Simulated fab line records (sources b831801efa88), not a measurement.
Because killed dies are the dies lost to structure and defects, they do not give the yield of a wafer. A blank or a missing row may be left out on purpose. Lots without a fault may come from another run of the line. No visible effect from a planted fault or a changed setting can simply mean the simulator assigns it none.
Which of the tools did it?    flow gf180mcu    Sampling: 12 lots, 36 wafers, 4 of 602 route steps

== WHAT THE GAUGES READ, wafer by wafer ==
GF_HV_LDD_CD_MEAS_31: the cd target is 400 nm. Usual: cd-nm reads 400.2 nm (standard deviation 2.5).
lot   measured      on         cd-nm (nm)         flag
L634  day 12 06:38  cd-sem-01  402.9 401.8 402.7  
L636  day 12 19:35  cd-sem-02  399.9 398.2 400.2  
L638  day 13 10:44  cd-sem-01  401.5 400.3 400.1  
L640  day 13 23:04  cd-sem-01  404.6 405.8 405.0  
L643  day 15 03:48  cd-sem-01  396.4 397.0 397.6  
L644  day 15 12:36  cd-sem-01  396.3 395.8 397.8  
L645  day 15 15:56  cd-sem-01  400.6 400.5 399.7  
L646  day 16 02:58  cd-sem-02  403.9 403.2 401.6  
L651  day 17 20:46  cd-sem-02  402.6 403.8 401.2  
L652  day 17 22:23  cd-sem-01  399.2 396.7 400.0  
L654  day 18 15:45  cd-sem-01  398.3 398.9 397.7  
L655  day 19 00:07  cd-sem-02  400.9 400.2 401.3  

GF_HV_LDD_OVL_MEAS_32. Usual: HV_LDD_02_OVL 0.2 nm, standard deviation 1.4.
lot   measured      on          HV_LDD_02_OVL (nm)  flag
L634  day 12 06:46  overlay-02  3.3 0.4 1.2         
L636  day 12 19:41  overlay-01  0.7 -0.8 -2.2       
L638  day 13 10:50  overlay-02  0.8 1.1 -0.2        
L640  day 13 23:10  overlay-01  2.1 0.8 1.3         
L643  day 15 03:55  overlay-01  -1.3 0.5 -0.3       
L644  day 15 12:41  overlay-02  1.6 0.5 -0.3        
L645  day 15 16:03  overlay-02  165.4 166.3 165.8   OFF
L646  day 16 03:05  overlay-01  166.9 164.9 165.6   OFF
L651  day 17 20:53  overlay-01  2.0 2.4 2.2         
L652  day 17 22:30  overlay-02  2.3 0.5 0.4         
L654  day 18 15:52  overlay-02  0.0 -0.6 -1.1       
L655  day 19 00:14  overlay-02  2.9 3.0 3.0         

GF_HV_LDD_THK_MEAS_57. Usual: HV_LDD_CVD_56_THK 90.5 nm, standard deviation 0.73.
lot   measured      on             HV_LDD_CVD_56_THK (nm)  flag
L634  day 13 06:35  film-metro-04  90.5 90.2 90.2          
L636  day 13 19:25  film-metro-03  90.7 90.8 91.0          
L638  day 14 12:41  film-metro-04  90.1 90.2 90.4          
L640  day 15 00:50  film-metro-01  90.4 90.1 90.3          
L643  day 16 05:42  film-metro-01  90.1 89.5 89.7          
L644  day 16 14:52  film-metro-01  90.0 90.2 91.2          
L645  day 16 18:26  film-metro-03  90.1 90.0 90.1          
L646  day 17 06:43  film-metro-01  90.0 91.2 90.7          
L651  day 19 00:22  film-metro-01  90.0 90.4 90.1          
L652  day 19 03:17  film-metro-01  90.0 91.4 90.1          
L654  day 19 20:26  film-metro-01  92.0 91.7 91.6          
L655  day 20 05:13  film-metro-03  90.5 90.2 91.1          

== WHICH TOOL RAN EACH LOT (tool, then ch and the chambers of the sampled wafers, then the start) ==
lot   GF_HV_LDD_EXPOSE_28
L634  iline-stepper-02 ch 0, day 11 21:08
L636  iline-stepper-02 ch 0, day 12 09:50
L638  iline-stepper-02 ch 0, day 13 01:31
L640  iline-stepper-02 ch 0, day 13 12:52
L643  iline-stepper-02 ch 0, day 14 17:20
L644  iline-stepper-01 ch 0, day 15 02:21
L645  iline-stepper-02 ch 0, day 15 05:05
L646  iline-stepper-02 ch 0, day 15 16:32
L651  iline-stepper-01 ch 0, day 17 10:08
L652  iline-stepper-01 ch 0, day 17 11:34
L654  iline-stepper-01 ch 0, day 18 03:58
L655  iline-stepper-01 ch 0, day 18 11:58
- GF_HV_LDD_EXPOSE_28: exposes mask Nplus HV AREA, target cd 400 nm.

== WHAT THE TOOLS THEMSELVES READ (means of the sampled wafers that have a number; where no wafer has one, the mark that the record gives instead) ==
GF_HV_LDD_EXPOSE_28. Usual: exposure-dose-mJ-cm2 139.96, standard deviation 0.12; focus-offset-nm -0.2 nm, standard deviation 0.53; stage-vel-mm-s 500.05 mm/s, standard deviation 0.22.
lot   tool              exposure-dose-mJ-cm2  focus-offset-nm (nm)  stage-vel-mm-s (mm/s)  flag
L634  iline-stepper-02  140.10                -0.5                  500.02                 
L636  iline-stepper-02  140.08                -0.3                  500.07                 
L638  iline-stepper-02  139.97                0.0                   499.80                 
L640  iline-stepper-02  140.06                -0.2                  500.02                 
L643  iline-stepper-02  139.92                -0.5                  499.95                 
L644  iline-stepper-01  139.98                -0.3                  499.62                 
L645  iline-stepper-02  139.93                -0.4                  500.26                 
L646  iline-stepper-02  139.96                -0.2                  500.36                 
L651  iline-stepper-01  139.97                -0.1                  499.94                 
L652  iline-stepper-01  139.94                0.3                   500.13                 
L654  iline-stepper-01  139.92                -0.7                  500.25                 
L655  iline-stepper-01  139.88                -0.9                  500.26                 

== THE ANSWER, worked out from the rows above alone ==
Rule: take the mean of a lot's wafers that have a number; if it is more than 3 standard deviations from the usual mean, the lot is off. A lot without any number at a reading at which 4 lots or more have one is off too. Where the step has rows for the other lots, those lots are counted as sound. The gauges are gone through in route order, then the tools' own readings, and for those a lot's mean is taken as printed above. The first step at which some lot is off is used, and at that step the reading that is off furthest; a lot without a number counts as furthest.
Off: L645, L646, seen at GF_HV_LDD_OVL_MEAS_32 (HV_LDD_02_OVL).
If a tool, at a process step before that reading, ran all the lots that are off and no sound lot after the first of them, it fits. Gauges at GF_HV_LDD_OVL_MEAS_32: tried the same way as those tools. One fits: GF_HV_LDD_EXPOSE_28 on iline-stepper-02. A fault onset in the window from L643 (day 14 17:20, its last sound lot) to L645 (day 15 05:05, its first lot off) fits.

== WHAT HAD BEEN PUT IN BY THE SIMULATOR ==
Scanner matching overlay: iline-stepper-02, from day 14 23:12 on, at GF_HV_LDD_EXPOSE_28. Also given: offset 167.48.
Lots struck among those shown: L645, L646. Same finding as the rule above.
